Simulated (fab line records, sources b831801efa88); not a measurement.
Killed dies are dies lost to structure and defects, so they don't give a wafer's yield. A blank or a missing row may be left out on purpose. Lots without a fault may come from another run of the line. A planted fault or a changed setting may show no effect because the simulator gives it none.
fab line records | flow gf180mcu | part 2 of 2: steps 26 to 34 of 34
record lots=5 wafers=15 last_day=34
route steps=602 shown STI@15 DNWELL@32 NWELL@42
lots that met no fault: from a run of the same line without faults
start_h: hours from the record's first day to the start of the lot's first wafer shown | wait_h: hours since the lot's step before | " the same as in the row above | L1.1+2: a row that stands for several wafers | - no value, or no start given | * or withheld: withheld | < > ~ a bound
route shown NAME@n: a module of which the file shows steps, and the number in the route of the first | usual: mean/standard deviation of fault-free wafers | same: alike in all rows | chamber/n: place in a boat | sites: the reading at each site | _std_site: their standard deviation | _edge_site: outer sites' mean less inner sites' | radius_mm: how far each site lies from the wafer's centre | mask NAME#n: copy n | behind: the tool/chamber that last shaped the wafer | hold: why the lot was held/for how many hours/how that ended | device: the transistor (n, p or np) that didn't switch | end of line: the same wafers' tests at the end of the route | a step without rows: its recipe alone | killed: dies lost to structure and defects at the first sort, not the wafer's yield | map: a wafer's dies, x killed, . not, _ none there
set.NAME: the setting as run; set.NAME@STEP: as run at that earlier step | model.NAME: the simulator's own value behind a step, which no gauge read
lots at some steps of the route; a table a step, a row a wafer
services: from which hour (start_h, from the record's first day; less than 0 if before it) a tool's chamber was out of use, for how many hours, and why
## steps
# step GF_DNWELL_STRIP_08
# recipe chemistry=O2/N2 power_w=1400 pressure_mtorr=1500 platen_temp_c=250 o2_flow_sccm=3000 n2_flow_sccm=300 overash_fraction=0.5
# usual drypump_motor_current_A=5.7/0.46 heater_power_w=327/37 oes_product_au=0.723/0.0038 strip_time_to_endpoint_s=36.95/0.09
# same overash_fraction=0.5
# columns lot.wafer tool chamber start_h wait_h drypump_motor_current_A heater_power_w oes_product_au rf_hours_counter_h strip_time_to_endpoint_s
L079.1 plasma_asher-04 0 74.61 0.1 5.4 320 0.720 44 36.97
L079.4 " 1 " " 6.4 283 0.720 - 37.04
L079.5 " 0 " " 5.3 323 0.722 - 37.02
L084.1 plasma_asher-01 0 98.76 0.1 5.6 303 0.719 29 36.96
L084.4 " 0 " " 5.6 307 0.722 - 36.95
L084.6 " 1 " " 5.1 385 0.729 - 36.93
L087.1 plasma_asher-03 0 110.10 0.1 6.1 372 0.723 44 36.96
L087.5 " 1 " " 5.9 317 0.724 - 36.89
L087.6 " 0 " " 6.1 361 0.718 - 36.96
L096.1 plasma_asher-03 0 159.32 0.1 6.1 363 0.723 49 37.12
L096.3 " 1 " " 5.9 313 0.722 - 36.90
L096.5 " 0 " " 6.1 359 0.725 - 36.97
L097.1 plasma_asher-01 0 166.16 0.1 5.6 298 0.723 37 36.84
L097.2 " 1 " " 5.1 381 0.722 37 36.89
L097.4 " 0 " " 5.6 300 0.724 - 36.91
# step GF_DNWELL_TW_MEAS_09
# usual DNWELL_TW=1359/20
# columns lot.wafer tool chamber start_h wait_h DNWELL_TW
L079.1 film_metro-02 - 74.71 0.1 1376
L079.4 " - " " 1384
L079.5 " - " " 1385
L084.1 film_metro-01 - 98.86 0.1 1336
L084.4 " - " " 1332
L084.6 " - " " 1331
L087.1 film_metro-04 - 110.20 0.1 1345
L087.5 " - " " 1347
L087.6 " - " " 1345
L096.1 film_metro-04 - 159.42 0.1 1347
L096.3 " - " " 1342
L096.5 " - " " 1345
L097.1 film_metro-01 - 166.26 0.1 1320
L097.2 " - " " 1322
L097.4 " - " " 1316
# step GF_NWELL_DEHYDRATE_00
# recipe temp_c=200 time_s=60
# usual heater_power_total_W=160.36/0.12 resist_line_temp_C=22.98/0.095
# columns lot.wafer tool chamber start_h wait_h heater_power_total_W resist_line_temp_C
L079.1 litho_track-01 0 80.06 5.3 160.39 22.90
L079.4 " 0 " " 160.27 22.99
L079.5 " 0 " " 160.49 22.91
L084.1 litho_track-03 0 105.22 6.4 160.49 22.87
L084.4 " 0 " " 160.54 23.06
L084.6 " 0 " " 160.35 23.02
L087.1 litho_track-04 0 117.05 6.8 160.34 22.95
L087.5 " 0 " " 160.44 22.96
L087.6 " 0 " " 160.48 22.87
L096.1 litho_track-04 0 166.60 7.2 160.16 22.98
L096.3 " 0 " " 160.30 22.71
L096.5 " 0 " " 160.48 22.85
L097.1 litho_track-04 0 174.00 7.7 160.32 22.95
L097.2 " 0 " " 160.57 22.90
L097.4 " 0 " " 160.51 22.91
# step GF_NWELL_HMDS_01
# recipe prime_time_s=60 prime_temp_c=120
# usual prime_temp_c=119.94/0.13 resist_line_temp_C=22.99/0.1
# columns lot.wafer tool chamber start_h wait_h prime_temp_c resist_line_temp_C
L079.1 litho_track-01 0 80.21 0.1 119.85 22.91
L079.4 " 0 " " 119.91 22.99
L079.5 " 0 " " 120.04 22.98
L084.1 litho_track-03 0 105.37 0.1 120.13 23.00
L084.4 " 0 " " 120.10 23.09
L084.6 " 0 " " 120.07 22.96
L087.1 litho_track-04 0 117.20 0.1 120.07 22.85
L087.5 " 0 " " 119.88 23.02
L087.6 " 0 " " 119.90 22.83
L096.1 litho_track-04 0 166.75 0.1 119.94 22.96
L096.3 " 0 " " 119.73 23.02
L096.5 " 0 " " 119.95 23.07
L097.1 litho_track-04 0 174.15 0.1 119.91 22.96
L097.2 " 0 " " 120.14 22.90
L097.4 " 0 " " 120.18 22.99
# step GF_NWELL_COAT_02
# recipe spin_rpm=2000 resist_thk_nm=3000
# usual resist_line_temp_C=22.99/0.13
# columns lot.wafer tool chamber start_h wait_h resist_line_temp_C
L079.1 litho_track-01 0 80.36 0.1 22.83
L079.4 " 0 " " 22.85
L079.5 " 0 " " 22.89
L084.1 litho_track-03 0 105.52 0.1 23.11
L084.4 " 0 " " 23.14
L084.6 " 0 " " 23.08
L087.1 litho_track-04 0 117.35 0.1 23.09
L087.5 " 0 " " 22.95
L087.6 " 0 " " 23.02
L096.1 litho_track-04 0 166.90 0.1 22.94
L096.3 " 0 " " 22.92
L096.5 " 0 " " 23.06
L097.1 litho_track-04 0 174.30 0.1 23.11
L097.2 " 0 " " 23.27
L097.4 " 0 " " 23.07
# step GF_NWELL_SOFTBAKE_03
# recipe temp_c=110 time_s=withheld
# usual heater_power_total_W=65.33/0.14 resist_line_temp_C=23.02/0.1
# columns lot.wafer tool chamber start_h wait_h heater_power_total_W resist_line_temp_C
L079.1 litho_track-01 0 80.51 0.1 65.32 23.06
L079.4 " 0 " " 65.27 23.09
L079.5 " 0 " " 65.33 23.11
L084.1 litho_track-03 0 105.67 0.1 65.46 23.10
L084.4 " 0 " " 65.49 22.98
L084.6 " 0 " " 65.29 23.06
L087.1 litho_track-04 0 117.50 0.1 65.18 23.06
L087.5 " 0 " " 65.46 23.05
L087.6 " 0 " " 65.29 23.01
L096.1 litho_track-04 0 167.05 0.1 65.50 23.03
L096.3 " 0 " " 65.29 23.06
L096.5 " 0 " " 65.45 22.92
L097.1 litho_track-04 0 174.45 0.1 65.20 23.14
L097.2 " 0 " " 65.25 23.28
L097.4 " 0 " " 65.31 23.21
# step GF_NWELL_EXPOSE_04
# recipe mask_id=Nwell target_cd_nm=860 na=0.6 source_shape=conventional sigma_outer=0.6 dose_mj=260
# usual reticle_temp_C=22.97/0.1
# columns lot.wafer tool chamber start_h wait_h mask reticle_temp_C
L079.1 iline_stepper-01 0 - - Nwell#0 23.06
L079.4 " 0 " " Nwell#0 22.98
L079.5 " 0 " " Nwell#0 23.14
L084.1 iline_stepper-01 0 - - Nwell#0 23.05
L084.4 " 0 " " Nwell#0 22.88
L084.6 " 0 " " Nwell#0 23.06
L087.1 iline_stepper-02 0 - - Nwell#0 22.93
L087.5 " 0 " " Nwell#0 22.91
L087.6 " 0 " " Nwell#0 22.93
L096.1 iline_stepper-02 0 - - Nwell#0 22.91
L096.3 " 0 " " Nwell#0 22.98
L096.5 " 0 " " Nwell#0 22.88
L097.1 iline_stepper-02 0 - - Nwell#0 22.84
L097.2 " 0 " " Nwell#0 22.79
L097.4 " 0 " " Nwell#0 22.90
# step GF_NWELL_PEB_05
# recipe temp_c=115 time_s=withheld
# usual heater_power_total_W=69.33/0.14 resist_line_temp_C=23.00/0.11
# columns lot.wafer tool chamber start_h wait_h heater_power_total_W resist_line_temp_C
L079.1 litho_track-04 0 - - 69.37 23.16
L079.4 " 0 " " 69.36 23.04
L079.5 " 0 " " 69.15 23.06
L084.1 litho_track-04 0 - - 69.48 23.04
L084.4 " 0 " " 69.28 23.20
L084.6 " 0 " " 69.45 23.29
L087.1 litho_track-01 0 - - 69.57 22.95
L087.5 " 0 " " 69.50 22.91
L087.6 " 0 " " 69.19 22.94
L096.1 litho_track-03 0 - - 69.40 22.82
L096.3 " 0 " " 69.54 22.82
L096.5 " 0 " " 69.44 23.00
L097.1 litho_track-03 0 - - 69.30 23.02
L097.2 " 0 " " 69.28 23.00
L097.4 " 0 " " 69.50 23.20
# step GF_NWELL_DEVELOP_06
# recipe wall_angle_deg=90 develop_time_s=60 dev_temp_c=23
# usual resist_line_temp_C=22.98/0.1
# same develop_time_s=60
# columns lot.wafer tool chamber start_h wait_h resist_line_temp_C
L079.1 litho_track-04 0 - - 22.89
L079.4 " 0 " " 22.91
L079.5 " 0 " " 22.75
L084.1 litho_track-04 0 - - 23.12
L084.4 " 0 " " 22.98
L084.6 " 0 " " 23.15
L087.1 litho_track-01 0 - - 22.99
L087.5 " 0 " " 23.01
L087.6 " 0 " " 22.94
L096.1 litho_track-03 0 - - 23.00
L096.3 " 0 " " 22.95
L096.5 " 0 " " 23.01
L097.1 litho_track-03 0 - - 23.02
L097.2 " 0 " " 22.97
L097.4 " 0 " " 23.06
## services
# columns tool chamber start_h hours kind
cmp-02 - 28.96 4.1 repair
iline_stepper-02 - 30.67 2.2 repair
implanter-03 - 33.55 0.5 repair
wet_bench-01 - 35.70 1.9 pm
iline_stepper-01 - 41.74 27.1 repair
hdpcvd-02 2 44.16 4.5 repair
implanter-03 - 47.63 1.5 repair
plasma_asher-02 - 51.46 1.0 repair
furnace-01 - 69.58 3.9 pm
cmp-02 - 70.81 2.8 repair
implanter-01 - 75.77 2.1 repair
cmp-02 - 97.34 1.9 repair
iline_stepper-02 - 118.54 3.6 repair
cmp-02 - 125.31 11.3 pm
furnace-02 - 133.39 3.5 pm
iline_stepper-02 - 133.55 5.3 repair
rie_si-02 1 134.86 19.4 repair
plasma_asher-03 - 142.48 1.2 repair
hdpcvd-02 - 142.56 2.8 pm
furnace-02 - 150.13 3.3 pm
hdpcvd-02 2 153.42 16.3 repair
iline_stepper-01 - 162.00 1.7 pm
cmp-02 - 164.27 0.5 repair
cmp-02 - 175.33 5.9 repair
